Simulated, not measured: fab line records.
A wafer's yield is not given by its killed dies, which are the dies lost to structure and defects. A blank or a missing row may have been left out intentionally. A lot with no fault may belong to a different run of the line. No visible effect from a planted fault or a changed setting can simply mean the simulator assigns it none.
One fault seen from 2 desks -- flow sky130 -- only its own numbers are on each desk; what lay behind them is given at the end

## DESK OF THE TOOL OWNER: pecvd-02
The tool's own readings at SKY_CAPM_CVD_00 (deposits SiO2, target thk 15.5 nm): means of the sampled wafers that have a number, for each lot that ran on this tool. Any lot whose mean is over 4 standard deviations away from the usual mean is out of limits and marked OUT; that distance is given in the brackets.
Columns: A = heaterPowerOuterW at SKY_CAPM_CVD_00, usual 429 W; B = heaterPowerW at SKY_CAPM_CVD_00, usual 737 W; C = rfFwdPowerW at SKY_CAPM_CVD_00, usual 442.3 W
lot,first seen here,A,B,C
L535,day 36 22:22,390,687,443.9
L536,day 37 08:17,371,652,444.5
L539,day 39 04:32,371,657,443.4
L543,day 39 18:11,514,838,441.6
L545,day 40 09:52,400,702,443.6
L546,day 40 15:59,397,686,443.3
L547,day 40 22:50,511,851,442.8
L549,day 41 08:27,475,788,441.6
Finding of this desk: none of the 8 lots has anything out of limits.

## FROM THE METROLOGY DESK
Means of the sampled wafers that have a number, per lot and without regard to the tool the lot ran on: this is what the gauges read. Any lot whose mean is over 4 standard deviations away from the usual mean is out of limits and marked OUT; that distance is given in the brackets.
Columns: A = FIELD_ISO_OXIDATION_00_THK at SKY_FIELD_ISO_THK_MEAS_02, usual 11.97 nm; B = VT_ADJUST_NCORE_OVL at SKY_VT_ADJUST_NCORE_OVL_MEAS_08, usual -0.4 nm; C = CAPM_CVD_00_THK at SKY_CAPM_THK_MEAS_01, usual 15.46 nm
lot,first seen here,A,B,C
L535,day 1 22:16,11.57,-2.5,15.47
L534,day 1 22:16,11.98,1.3,15.78
L536,day 2 02:56,12.49,-0.8,15.60
L539,day 2 18:26,11.93,-1.6,15.51
L543,day 3 13:38,12.03,0.0,15.48
L545,day 4 00:47,12.20,-2.2,15.58
L546,day 4 06:47,11.86,-1.1,15.42
L547,day 4 11:02,12.16,-0.9,14.51 (-4.3) OUT
L548,day 4 16:28,12.31,-0.5,15.57
L549,day 4 19:44,12.08,-0.6,14.61
This desk's result: L547 out of limits, first on L547 (CAPM_CVD_00_THK at SKY_CAPM_THK_MEAS_01), day 40 22:52. In limits: L535, L534, L536, L539, L543, L545, L546, L548, L549.

## BROUGHT TOGETHER
An alarm was possible from the metrology desk at day 40 22:52, on L547.
The desk of the tool owner found nothing out of limits.
Tool owner's desk: L547 on record, inside its limits.
Every lot named ran SKY_CAPM_CVD_00 on pecvd-02.

## WHAT THE SIMULATOR PUT IN
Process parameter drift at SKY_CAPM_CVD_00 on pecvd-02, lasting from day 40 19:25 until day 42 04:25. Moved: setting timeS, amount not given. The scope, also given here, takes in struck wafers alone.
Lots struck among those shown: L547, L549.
Delay in hours, fault start to first out-of-limits reading, per desk: metrology desk 3.
